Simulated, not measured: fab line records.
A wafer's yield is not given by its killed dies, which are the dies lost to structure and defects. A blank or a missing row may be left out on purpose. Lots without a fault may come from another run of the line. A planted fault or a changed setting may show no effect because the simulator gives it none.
fab line records :: flow sfqLine
record:
  lots: 14
  wafers: 42
  lastDay: 86
route steps=325 shown M0@29
lots that met no fault: taken from a fault-free run of the same line
startH: hours from the record's opening day to when the first of the lot's shown wafers began :: waitH: time in hours since the lot's previous step :: " unchanged from the row above :: L1.1+2: a row that stands for several wafers :: - no value present, or no start provided :: * or withheld: withheld :: < > ~ a bound
route shown NAME@n: a module of which the file shows steps, and the number in the route of the first :: usual: the fault-free wafers' mean and standard deviation :: same: alike in all rows :: chamber/n: place in a boat :: sites: per-site readings :: _std_site: their standard deviation :: _edge_site: inner sites' mean taken away from outer sites' mean :: radiusMm: how far each site lies from the wafer's centre :: mask NAME#n: copy n :: behind: the tool/chamber that last shaped the wafer :: hold: what put the lot on hold/how long, in hours/how the hold closed :: device: names the non-switching transistor (n, p or np) :: end of line: tests of these same wafers at the route's end :: a step given without rows: its recipe and nothing more :: killed: dies that structure and defects cost at the first sort, which is not the same as the wafer's yield :: map: the dies of a wafer, with x for killed, . for not killed, _ for no die there
set.NAME: the run value of the setting; set.NAME@STEP: its run value at that earlier step :: model.NAME: the simulator's own value behind a step, which no gauge read
route steps across a sampled set of lots; one table per step, one row per wafer
services: when a tool's chamber went out of use (startH, in hours from the record's first day, below 0 if earlier), for how many hours, and the reason
== steps ==
step: SFQ_TRILAYER_M0_DEP_SPUTTER_019
recipe:
  material: Nb
  basePressurePa: 1.33e-06
  chamberPressurePa: 0.1333
  substrateTempC: 20
  resputterCathodeVoltageV: 400
  targetThkNm: 200
  powerW: 2000
  timeS: 133.3
usual:
  cathodeDcPowerW: 2000.0/0.35
  throttleValvePct: 29.8/0.84
lot.wafer: L942.2
tool: pvdSputter-06
chamber: -
startH: 68.98
waitH: 0.0
cathodeDcPowerW: 2000.0
throttleValvePct: 31.2

lot.wafer: L942.4
tool: pvdSputter-06
chamber: -
startH: 68.98
waitH: 0.0
cathodeDcPowerW: 1999.4
throttleValvePct: 29.4

lot.wafer: L942.6
tool: pvdSputter-06
chamber: -
startH: 68.98
waitH: 0.0
cathodeDcPowerW: 2000.0
throttleValvePct: 29.2

lot.wafer: L944.1
tool: pvdSputter-04
chamber: -
startH: 75.74
waitH: 0.0
cathodeDcPowerW: 2000.2
throttleValvePct: 29.0

lot.wafer: L944.3
tool: pvdSputter-04
chamber: -
startH: 75.74
waitH: 0.0
cathodeDcPowerW: 1999.6
throttleValvePct: 30.4

lot.wafer: L944.4
tool: pvdSputter-04
chamber: -
startH: 75.74
waitH: 0.0
cathodeDcPowerW: 2000.1
throttleValvePct: 29.0

lot.wafer: L945.1
tool: pvdSputter-05
chamber: -
startH: 85.33
waitH: 0.0
cathodeDcPowerW: 2000.3
throttleValvePct: 31.2

lot.wafer: L945.2
tool: pvdSputter-05
chamber: -
startH: 85.33
waitH: 0.0
cathodeDcPowerW: 2000.2
throttleValvePct: 30.6

lot.wafer: L945.5
tool: pvdSputter-05
chamber: -
startH: 85.33
waitH: 0.0
cathodeDcPowerW: 1999.9
throttleValvePct: 30.6

lot.wafer: L947.3
tool: pvdSputter-05
chamber: -
startH: 98.53
waitH: 0.0
cathodeDcPowerW: 2000.3
throttleValvePct: 29.2

lot.wafer: L947.4
tool: pvdSputter-05
chamber: -
startH: 98.53
waitH: 0.0
cathodeDcPowerW: 2000.1
throttleValvePct: 30.6

lot.wafer: L947.6
tool: pvdSputter-05
chamber: -
startH: 98.53
waitH: 0.0
cathodeDcPowerW: 1999.7
throttleValvePct: 30.0

lot.wafer: L949.2
tool: pvdSputter-04
chamber: -
startH: 104.53
waitH: 0.0
cathodeDcPowerW: 1999.7
throttleValvePct: 29.2

lot.wafer: L949.4
tool: pvdSputter-04
chamber: -
startH: 104.53
waitH: 0.0
cathodeDcPowerW: 2000.3
throttleValvePct: 28.6

lot.wafer: L949.6
tool: pvdSputter-04
chamber: -
startH: 104.53
waitH: 0.0
cathodeDcPowerW: 1999.6
throttleValvePct: 29.5

lot.wafer: L950.2
tool: pvdSputter-04
chamber: -
startH: 109.33
waitH: 0.0
cathodeDcPowerW: 2000.5
throttleValvePct: 29.2

lot.wafer: L950.3
tool: pvdSputter-04
chamber: -
startH: 109.33
waitH: 0.0
cathodeDcPowerW: 1999.5
throttleValvePct: 29.0

lot.wafer: L950.6
tool: pvdSputter-04
chamber: -
startH: 109.33
waitH: 0.0
cathodeDcPowerW: 2000.2
throttleValvePct: 28.9

lot.wafer: L951.1
tool: pvdSputter-05
chamber: -
startH: 112.93
waitH: 0.0
cathodeDcPowerW: 1999.9
throttleValvePct: 30.3

lot.wafer: L951.3
tool: pvdSputter-05
chamber: -
startH: 112.93
waitH: 0.0
cathodeDcPowerW: 2000.3
throttleValvePct: 31.1

lot.wafer: L951.6
tool: pvdSputter-05
chamber: -
startH: 112.93
waitH: 0.0
cathodeDcPowerW: 1999.7
throttleValvePct: 29.1

lot.wafer: L952.3
tool: pvdSputter-04
chamber: -
startH: 116.53
waitH: 0.0
cathodeDcPowerW: 1999.6
throttleValvePct: 29.3

lot.wafer: L952.4
tool: pvdSputter-04
chamber: -
startH: 116.53
waitH: 0.0
cathodeDcPowerW: 2000.2
throttleValvePct: 28.7

lot.wafer: L952.6
tool: pvdSputter-04
chamber: -
startH: 116.53
waitH: 0.0
cathodeDcPowerW: 1999.7
throttleValvePct: 29.6

lot.wafer: L953.2
tool: pvdSputter-05
chamber: -
startH: 118.93
waitH: 0.0
cathodeDcPowerW: 1999.7
throttleValvePct: 30.5

lot.wafer: L953.3
tool: pvdSputter-05
chamber: -
startH: 118.93
waitH: 0.0
cathodeDcPowerW: 2000.3
throttleValvePct: 31.4

lot.wafer: L953.6
tool: pvdSputter-05
chamber: -
startH: 118.93
waitH: 0.0
cathodeDcPowerW: 2000.3
throttleValvePct: 30.1

lot.wafer: L954.2
tool: pvdSputter-05
chamber: -
startH: 129.79
waitH: 0.0
cathodeDcPowerW: 1999.8
throttleValvePct: 29.9

lot.wafer: L954.3
tool: pvdSputter-05
chamber: -
startH: 129.79
waitH: 0.0
cathodeDcPowerW: 2000.1
throttleValvePct: 30.9

lot.wafer: L954.6
tool: pvdSputter-05
chamber: -
startH: 129.79
waitH: 0.0
cathodeDcPowerW: 2000.0
throttleValvePct: 30.9

lot.wafer: L956.1
tool: pvdSputter-05
chamber: -
startH: 135.79
waitH: 0.0
cathodeDcPowerW: 1999.8
throttleValvePct: 30.6

lot.wafer: L956.3
tool: pvdSputter-05
chamber: -
startH: 135.79
waitH: 0.0
cathodeDcPowerW: 1999.8
throttleValvePct: 29.5

lot.wafer: L956.5
tool: pvdSputter-05
chamber: -
startH: 135.79
waitH: 0.0
cathodeDcPowerW: 2000.2
throttleValvePct: 29.1

lot.wafer: L957.1
tool: pvdSputter-05
chamber: -
startH: 142.99
waitH: 0.0
cathodeDcPowerW: 2000.0
throttleValvePct: 30.1

lot.wafer: L957.3
tool: pvdSputter-05
chamber: -
startH: 142.99
waitH: 0.0
cathodeDcPowerW: 2000.6
throttleValvePct: 29.2

lot.wafer: L957.5
tool: pvdSputter-05
chamber: -
startH: 142.99
waitH: 0.0
cathodeDcPowerW: 1999.8
throttleValvePct: 30.2

lot.wafer: L963.1
tool: pvdSputter-06
chamber: -
startH: 169.39
waitH: 0.0
cathodeDcPowerW: 1999.8
throttleValvePct: 29.2

lot.wafer: L963.3
tool: pvdSputter-06
chamber: -
startH: 169.39
waitH: 0.0
cathodeDcPowerW: 1999.8
throttleValvePct: 30.7

lot.wafer: L963.6
tool: pvdSputter-06
chamber: -
startH: 169.39
waitH: 0.0
cathodeDcPowerW: 2000.2
throttleValvePct: 30.8

lot.wafer: L964.3
tool: pvdSputter-04
chamber: -
startH: 174.59
waitH: 0.0
cathodeDcPowerW: 2000.2
throttleValvePct: 29.3

lot.wafer: L964.4
tool: pvdSputter-04
chamber: -
startH: 174.59
waitH: 0.0
cathodeDcPowerW: 1999.4
throttleValvePct: 29.0

lot.wafer: L964.5
tool: pvdSputter-04
chamber: -
startH: 174.59
waitH: 0.0
cathodeDcPowerW: 2000.1
throttleValvePct: 30.5
step: SFQ_M0_RS_MEAS_904
recipe:
  thkMeasGauge: four-point-probe
  reads: Nb_of_TRILAYER_M0_DEP_SPUTTER_019
usual:
  M0_NB_RS: 0.883/0.0074
lot.wafer: L942.2
tool: filmMetro-04
chamber: -
startH: 69.09
waitH: 0.1
M0_NB_RS[ohm/sq]: 0.896

lot.wafer: L942.4
tool: filmMetro-04
chamber: -
startH: 69.09
waitH: 0.1
M0_NB_RS[ohm/sq]: 0.895

lot.wafer: L942.6
tool: filmMetro-04
chamber: -
startH: 69.09
waitH: 0.1
M0_NB_RS[ohm/sq]: 0.895

lot.wafer: L944.1
tool: filmMetro-04
chamber: -
startH: 75.84
waitH: 0.1
M0_NB_RS[ohm/sq]: 0.880

lot.wafer: L944.3
tool: filmMetro-04
chamber: -
startH: 75.84
waitH: 0.1
M0_NB_RS[ohm/sq]: 0.880

lot.wafer: L944.4
tool: filmMetro-04
chamber: -
startH: 75.84
waitH: 0.1
M0_NB_RS[ohm/sq]: 0.870

lot.wafer: L945.1
tool: filmMetro-04
chamber: -
startH: 85.42
waitH: 0.0
M0_NB_RS[ohm/sq]: 0.879

lot.wafer: L945.2
tool: filmMetro-04
chamber: -
startH: 85.42
waitH: 0.0
M0_NB_RS[ohm/sq]: 0.879

lot.wafer: L945.5
tool: filmMetro-04
chamber: -
startH: 85.42
waitH: 0.0
M0_NB_RS[ohm/sq]: 0.876

lot.wafer: L947.3
tool: filmMetro-03
chamber: -
startH: 98.66
waitH: 0.1
M0_NB_RS[ohm/sq]: 0.894

lot.wafer: L947.4
tool: filmMetro-03
chamber: -
startH: 98.66
waitH: 0.1
M0_NB_RS[ohm/sq]: 0.880

lot.wafer: L947.6
tool: filmMetro-03
chamber: -
startH: 98.66
waitH: 0.1
M0_NB_RS[ohm/sq]: 0.885

lot.wafer: L949.2
tool: filmMetro-04
chamber: -
startH: 104.64
waitH: 0.1
M0_NB_RS[ohm/sq]: 0.879

lot.wafer: L949.4
tool: filmMetro-04
chamber: -
startH: 104.64
waitH: 0.1
M0_NB_RS[ohm/sq]: 0.880

lot.wafer: L949.6
tool: filmMetro-04
chamber: -
startH: 104.64
waitH: 0.1
M0_NB_RS[ohm/sq]: 0.879

lot.wafer: L950.2
tool: filmMetro-03
chamber: -
startH: 109.44
waitH: 0.1
M0_NB_RS[ohm/sq]: 0.875

lot.wafer: L950.3
tool: filmMetro-03
chamber: -
startH: 109.44
waitH: 0.1
M0_NB_RS[ohm/sq]: 0.884

lot.wafer: L950.6
tool: filmMetro-03
chamber: -
startH: 109.44
waitH: 0.1
M0_NB_RS[ohm/sq]: 0.886

lot.wafer: L951.1
tool: filmMetro-03
chamber: -
startH: 113.02
waitH: 0.0
M0_NB_RS[ohm/sq]: 0.882

lot.wafer: L951.3
tool: filmMetro-03
chamber: -
startH: 113.02
waitH: 0.0
M0_NB_RS[ohm/sq]: 0.874

lot.wafer: L951.6
tool: filmMetro-03
chamber: -
startH: 113.02
waitH: 0.0
M0_NB_RS[ohm/sq]: 0.881

lot.wafer: L952.3
tool: filmMetro-01
chamber: -
startH: 116.66
waitH: 0.1
M0_NB_RS[ohm/sq]: 0.883

lot.wafer: L952.4
tool: filmMetro-01
chamber: -
startH: 116.66
waitH: 0.1
M0_NB_RS[ohm/sq]: 0.889

lot.wafer: L952.6
tool: filmMetro-01
chamber: -
startH: 116.66
waitH: 0.1
M0_NB_RS[ohm/sq]: 0.880

lot.wafer: L953.2
tool: filmMetro-03
chamber: -
startH: 119.04
waitH: 0.1
M0_NB_RS[ohm/sq]: 0.874

lot.wafer: L953.3
tool: filmMetro-03
chamber: -
startH: 119.04
waitH: 0.1
M0_NB_RS[ohm/sq]: 0.874

lot.wafer: L953.6
tool: filmMetro-03
chamber: -
startH: 119.04
waitH: 0.1
M0_NB_RS[ohm/sq]: 0.885

lot.wafer: L954.2
tool: filmMetro-01
chamber: -
startH: 129.90
waitH: 0.1
M0_NB_RS[ohm/sq]: 0.882

lot.wafer: L954.3
tool: filmMetro-01
chamber: -
startH: 129.90
waitH: 0.1
M0_NB_RS[ohm/sq]: 0.875

lot.wafer: L954.6
tool: filmMetro-01
chamber: -
startH: 129.90
waitH: 0.1
M0_NB_RS[ohm/sq]: 0.876

lot.wafer: L956.1
tool: filmMetro-01
chamber: -
startH: 135.88
waitH: 0.0
M0_NB_RS[ohm/sq]: 0.528

lot.wafer: L956.3
tool: filmMetro-01
chamber: -
startH: 135.88
waitH: 0.0
M0_NB_RS[ohm/sq]: 0.895

lot.wafer: L956.5
tool: filmMetro-01
chamber: -
startH: 135.88
waitH: 0.0
M0_NB_RS[ohm/sq]: 0.894

lot.wafer: L957.1
tool: filmMetro-04
chamber: -
startH: 143.08
waitH: 0.0
M0_NB_RS[ohm/sq]: 0.527

lot.wafer: L957.3
tool: filmMetro-04
chamber: -
startH: 143.08
waitH: 0.0
M0_NB_RS[ohm/sq]: 0.891

lot.wafer: L957.5
tool: filmMetro-04
chamber: -
startH: 143.08
waitH: 0.0
M0_NB_RS[ohm/sq]: 0.888

lot.wafer: L963.1
tool: filmMetro-03
chamber: -
startH: 169.48
waitH: 0.0
M0_NB_RS[ohm/sq]: 0.890

lot.wafer: L963.3
tool: filmMetro-03
chamber: -
startH: 169.48
waitH: 0.0
M0_NB_RS[ohm/sq]: 0.891

lot.wafer: L963.6
tool: filmMetro-03
chamber: -
startH: 169.48
waitH: 0.0
M0_NB_RS[ohm/sq]: 0.890

lot.wafer: L964.3
tool: filmMetro-01
chamber: -
startH: 174.72
waitH: 0.1
M0_NB_RS[ohm/sq]: 0.875

lot.wafer: L964.4
tool: filmMetro-01
chamber: -
startH: 174.72
waitH: 0.1
M0_NB_RS[ohm/sq]: 0.879

lot.wafer: L964.5
tool: filmMetro-01
chamber: -
startH: 174.72
waitH: 0.1
M0_NB_RS[ohm/sq]: 0.864
step: SFQ_TRILAYER_M0_ETCH_METAL_ETCH_024
recipe:
  target: Nb
  stopOn: SiO2
  maskMaterial: PR
  chemistry: Cl2/Ar
  targetDepthNm: 240
  icpW: 600
  biasW: 80
  pressureMtorr: 10
  timeS: 120
usual:
  drypumpMotorCurrentA: 5.4/0.5
  heBacksideLeakSccm: 3.34/0.13
  oesProductAu: 0.897/0.0059
lot.wafer: L942.2
tool: rieMetal-01
chamber: 0
startH: 136.19
waitH: 0.0
drypumpMotorCurrentA: 5.3
heBacksideLeakSccm: 3.26
oesProductAu: 0.896
rfHoursCounterH: 73

lot.wafer: L942.4
tool: rieMetal-01
chamber: 1
startH: 136.19
waitH: 0.0
drypumpMotorCurrentA: 5.4
heBacksideLeakSccm: 3.38
oesProductAu: 0.897
rfHoursCounterH: -

lot.wafer: L942.6
tool: rieMetal-01
chamber: 0
startH: 136.19
waitH: 0.0
drypumpMotorCurrentA: 5.3
heBacksideLeakSccm: 3.20
oesProductAu: 0.886
rfHoursCounterH: -

lot.wafer: L944.1
tool: rieMetal-03
chamber: 0
startH: 147.09
waitH: 0.0
drypumpMotorCurrentA: 5.1
heBacksideLeakSccm: 3.23
oesProductAu: 0.899
rfHoursCounterH: 13

lot.wafer: L944.3
tool: rieMetal-03
chamber: 0
startH: 147.09
waitH: 0.0
drypumpMotorCurrentA: 5.1
heBacksideLeakSccm: 3.24
oesProductAu: 0.905
rfHoursCounterH: -

lot.wafer: L944.4
tool: rieMetal-03
chamber: 1
startH: 147.09
waitH: 0.0
drypumpMotorCurrentA: 6.4
heBacksideLeakSccm: 3.26
oesProductAu: 0.907
rfHoursCounterH: -

lot.wafer: L945.1
tool: rieMetal-03
chamber: 1
startH: 157.89
waitH: 0.0
drypumpMotorCurrentA: 6.4
heBacksideLeakSccm: 3.41
oesProductAu: 0.904
rfHoursCounterH: 186

lot.wafer: L945.2
tool: rieMetal-03
chamber: 0
startH: 157.89
waitH: 0.0
drypumpMotorCurrentA: 5.1
heBacksideLeakSccm: 3.35
oesProductAu: 0.903
rfHoursCounterH: 14

lot.wafer: L945.5
tool: rieMetal-03
chamber: 1
startH: 157.89
waitH: 0.0
drypumpMotorCurrentA: 6.4
heBacksideLeakSccm: 3.31
oesProductAu: 0.902
rfHoursCounterH: -

lot.wafer: L947.3
tool: rieMetal-03
chamber: 0
startH: 170.68
waitH: 0.1
drypumpMotorCurrentA: 5.1
heBacksideLeakSccm: 3.19
oesProductAu: 0.889
rfHoursCounterH: -

lot.wafer: L947.4
tool: rieMetal-03
chamber: 1
startH: 170.68
waitH: 0.1
drypumpMotorCurrentA: 6.4
heBacksideLeakSccm: 3.31
oesProductAu: 0.902
rfHoursCounterH: -

lot.wafer: L947.6
tool: rieMetal-03
chamber: 1
startH: 170.68
waitH: 0.1
drypumpMotorCurrentA: 6.4
heBacksideLeakSccm: 3.41
oesProductAu: 0.898
rfHoursCounterH: -

lot.wafer: L949.2
tool: rieMetal-04
chamber: 1
startH: 177.64
waitH: 0.0
drypumpMotorCurrentA: 5.4
heBacksideLeakSccm: 3.39
oesProductAu: 0.905
rfHoursCounterH: 17

lot.wafer: L949.4
tool: rieMetal-04
chamber: 1
startH: 177.64
waitH: 0.0
drypumpMotorCurrentA: 5.4
heBacksideLeakSccm: 3.38
oesProductAu: 0.912
rfHoursCounterH: -

lot.wafer: L949.6
tool: rieMetal-04
chamber: 0
startH: 177.64
waitH: 0.0
drypumpMotorCurrentA: 4.9
heBacksideLeakSccm: 3.44
oesProductAu: 0.898
rfHoursCounterH: -

lot.wafer: L950.2
tool: rieMetal-03
chamber: 0
startH: 182.44
waitH: 0.0
drypumpMotorCurrentA: 5.1
heBacksideLeakSccm: 3.48
oesProductAu: 0.904
rfHoursCounterH: 19

lot.wafer: L950.3
tool: rieMetal-03
chamber: 0
startH: 182.44
waitH: 0.0
drypumpMotorCurrentA: 5.1
heBacksideLeakSccm: 3.40
oesProductAu: 0.900
rfHoursCounterH: -

lot.wafer: L950.6
tool: rieMetal-03
chamber: 0
startH: 182.44
waitH: 0.0
drypumpMotorCurrentA: 5.1
heBacksideLeakSccm: 3.55
oesProductAu: 0.899
rfHoursCounterH: -

lot.wafer: L951.1
tool: rieMetal-04
chamber: 0
startH: 186.04
waitH: 0.0
drypumpMotorCurrentA: 4.9
heBacksideLeakSccm: 3.61
oesProductAu: 0.900
rfHoursCounterH: 90

lot.wafer: L951.3
tool: rieMetal-04
chamber: 1
startH: 186.04
waitH: 0.0
drypumpMotorCurrentA: 5.5
heBacksideLeakSccm: 3.47
oesProductAu: 0.896
rfHoursCounterH: -

lot.wafer: L951.6
tool: rieMetal-04
chamber: 0
startH: 186.04
waitH: 0.0
drypumpMotorCurrentA: 4.9
heBacksideLeakSccm: 3.54
oesProductAu: 0.901
rfHoursCounterH: -

lot.wafer: L952.3
tool: rieMetal-03
chamber: 0
startH: 190.88
waitH: 0.1
drypumpMotorCurrentA: 5.1
heBacksideLeakSccm: 3.43
oesProductAu: 0.896
rfHoursCounterH: -

lot.wafer: L952.4
tool: rieMetal-03
chamber: 1
startH: 190.88
waitH: 0.1
drypumpMotorCurrentA: 6.4
heBacksideLeakSccm: 3.26
oesProductAu: 0.905
rfHoursCounterH: -

lot.wafer: L952.6
tool: rieMetal-03
chamber: 1
startH: 190.88
waitH: 0.1
drypumpMotorCurrentA: 6.4
heBacksideLeakSccm: 3.41
oesProductAu: 0.890
rfHoursCounterH: -

lot.wafer: L953.2
tool: rieMetal-01
chamber: 1
startH: 194.44
waitH: 0.0
drypumpMotorCurrentA: 5.4
heBacksideLeakSccm: 3.26
oesProductAu: 0.904
rfHoursCounterH: 24

lot.wafer: L953.3
tool: rieMetal-01
chamber: 1
startH: 194.44
waitH: 0.0
drypumpMotorCurrentA: 5.4
heBacksideLeakSccm: 3.29
oesProductAu: 0.897
rfHoursCounterH: -

lot.wafer: L953.6
tool: rieMetal-01
chamber: 0
startH: 194.44
waitH: 0.0
drypumpMotorCurrentA: 5.4
heBacksideLeakSccm: 3.36
oesProductAu: 0.898
rfHoursCounterH: -

lot.wafer: L954.2
tool: rieMetal-04
chamber: 1
startH: 204.04
waitH: 0.0
drypumpMotorCurrentA: 5.5
heBacksideLeakSccm: 3.36
oesProductAu: 0.901
rfHoursCounterH: 22

lot.wafer: L954.3
tool: rieMetal-04
chamber: 0
startH: 204.04
waitH: 0.0
drypumpMotorCurrentA: 4.9
heBacksideLeakSccm: 3.47
oesProductAu: 0.892
rfHoursCounterH: -

lot.wafer: L954.6
tool: rieMetal-04
chamber: 0
startH: 204.04
waitH: 0.0
drypumpMotorCurrentA: 4.9
heBacksideLeakSccm: 3.36
oesProductAu: 0.895
rfHoursCounterH: -

lot.wafer: L956.1
tool: rieMetal-01
chamber: 1
startH: 212.44
waitH: 0.0
drypumpMotorCurrentA: 5.4
heBacksideLeakSccm: 3.32
oesProductAu: 1.001
rfHoursCounterH: 26

lot.wafer: L956.3
tool: rieMetal-01
chamber: 0
startH: 212.44
waitH: 0.0
drypumpMotorCurrentA: 5.4
heBacksideLeakSccm: 3.31
oesProductAu: 0.893
rfHoursCounterH: -

lot.wafer: L956.5
tool: rieMetal-01
chamber: 0
startH: 212.44
waitH: 0.0
drypumpMotorCurrentA: 5.3
heBacksideLeakSccm: 3.31
oesProductAu: 0.890
rfHoursCounterH: -

lot.wafer: L957.1
tool: rieMetal-04
chamber: 0
startH: 219.64
waitH: 0.0
drypumpMotorCurrentA: 4.9
heBacksideLeakSccm: 3.45
oesProductAu: 0.994
rfHoursCounterH: 96

lot.wafer: L957.3
tool: rieMetal-04
chamber: 0
startH: 219.64
waitH: 0.0
drypumpMotorCurrentA: 4.9
heBacksideLeakSccm: 3.47
oesProductAu: 0.897
rfHoursCounterH: -

lot.wafer: L957.5
tool: rieMetal-04
chamber: 0
startH: 219.64
waitH: 0.0
drypumpMotorCurrentA: 4.9
heBacksideLeakSccm: 3.42
oesProductAu: 0.896
rfHoursCounterH: -

lot.wafer: L963.1
tool: rieMetal-03
chamber: 0
startH: 258.04
waitH: 0.0
drypumpMotorCurrentA: 5.1
heBacksideLeakSccm: 3.48
oesProductAu: 0.886
rfHoursCounterH: 37

lot.wafer: L963.3
tool: rieMetal-03
chamber: 1
startH: 258.04
waitH: 0.0
drypumpMotorCurrentA: 6.4
heBacksideLeakSccm: 3.08
oesProductAu: 0.891
rfHoursCounterH: -

lot.wafer: L963.6
tool: rieMetal-03
chamber: 1
startH: 258.04
waitH: 0.0
drypumpMotorCurrentA: 6.4
heBacksideLeakSccm: 3.14
oesProductAu: 0.892
rfHoursCounterH: -

lot.wafer: L964.3
tool: rieMetal-03
chamber: 0
startH: 262.88
waitH: 0.1
drypumpMotorCurrentA: 5.1
heBacksideLeakSccm: 3.52
oesProductAu: 0.906
rfHoursCounterH: -

lot.wafer: L964.4
tool: rieMetal-03
chamber: 1
startH: 262.88
waitH: 0.1
drypumpMotorCurrentA: 6.4
heBacksideLeakSccm: 3.13
oesProductAu: 0.901
rfHoursCounterH: -

lot.wafer: L964.5
tool: rieMetal-03
chamber: 0
startH: 262.88
waitH: 0.1
drypumpMotorCurrentA: 5.1
heBacksideLeakSccm: 3.55
oesProductAu: 0.912
rfHoursCounterH: -
== services ==
tool: rieMetal-03
chamber: 0
startH: 52.97
hours: -
kind: clean

tool: rieMetal-03
chamber: 0
startH: 52.97
hours: -
kind: consumableReplace:focusRing

tool: rieMetal-03
chamber: 0
startH: 52.97
hours: 14.1
kind: scheduledDown

tool: rieMetal-03
chamber: 0
startH: 52.97
hours: 14.1
kind: ventCycle

tool: rieMetal-04
chamber: 1
startH: 60.81
hours: -
kind: clean

tool: rieMetal-04
chamber: 1
startH: 60.81
hours: -
kind: consumableReplace:focusRing

tool: rieMetal-04
chamber: 1
startH: 60.81
hours: 21.6
kind: scheduledDown

tool: rieMetal-03
chamber: -
startH: 67.12
hours: 2.8
kind: pm

tool: pvdSputter-06
chamber: -
startH: 102.99
hours: 14.1
kind: repair

tool: rieMetal-03
chamber: -
startH: 113.25
hours: 3.7
kind: repair

tool: pvdSputter-05
chamber: -
startH: 133.34
hours: 2.1
kind: repair

tool: pvdSputter-06
chamber: -
startH: 178.30
hours: 8.3
kind: repair

tool: pvdSputter-04
chamber: 1
startH: 183.99
hours: -
kind: consumableReplace:kit

tool: pvdSputter-04
chamber: 1
startH: 183.99
hours: 18.0
kind: scheduledDown

tool: pvdSputter-04
chamber: 1
startH: 183.99
hours: 18.0
kind: ventCycle

tool: rieMetal-04
chamber: 0
startH: 197.34
hours: 3.8
kind: repair

tool: rieMetal-01
chamber: 1
startH: 201.06
hours: 4.0
kind: repair

tool: rieMetal-03
chamber: 1
startH: 206.02
hours: -
kind: clean

tool: rieMetal-03
chamber: 1
startH: 206.02
hours: 26.2
kind: scheduledDown

tool: rieMetal-03
chamber: 1
startH: 206.02
hours: 26.2
kind: ventCycle

tool: pvdSputter-06
chamber: -
startH: 211.84
hours: 3.6
kind: repair

tool: rieMetal-04
chamber: -
startH: 234.97
hours: 1.4
kind: pm

tool: rieMetal-04
chamber: -
startH: 246.62
hours: 0.6
kind: repair

tool: pvdSputter-04
chamber: -
startH: 250.32
hours: 4.3
kind: repair
== key ==
firstSign:
  step: SFQ_M0_RS_MEAS_904
  reading: M0_NB_RS
  direction: down
  sigmas: 48
  usual: 0.883
  struck: 0.527
effect:
  step: SFQ_TRILAYER_M0_ETCH_METAL_ETCH_024
  reading: oesProductAu
  direction: up
  sigmas: 17
  usual: 0.897
  struck: 0.997
metAt SFQ_TRILAYER_M0_DEP_SPUTTER_019
struckLots L956,L957
struckWafers L956.1,L957.1
onsetBetween 129.79 135.79
fault:
  kind: processParameterDrift
  tool: pvdSputter-05
  chamber: -
  onsetH: 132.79
  steps: SFQ_TRILAYER_M0_DEP_SPUTTER_019
  channel: timeS
  offset: *
  shape: step
  endH: 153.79
  scope: struckWafersOnly
  actsIn: *
  stated: *
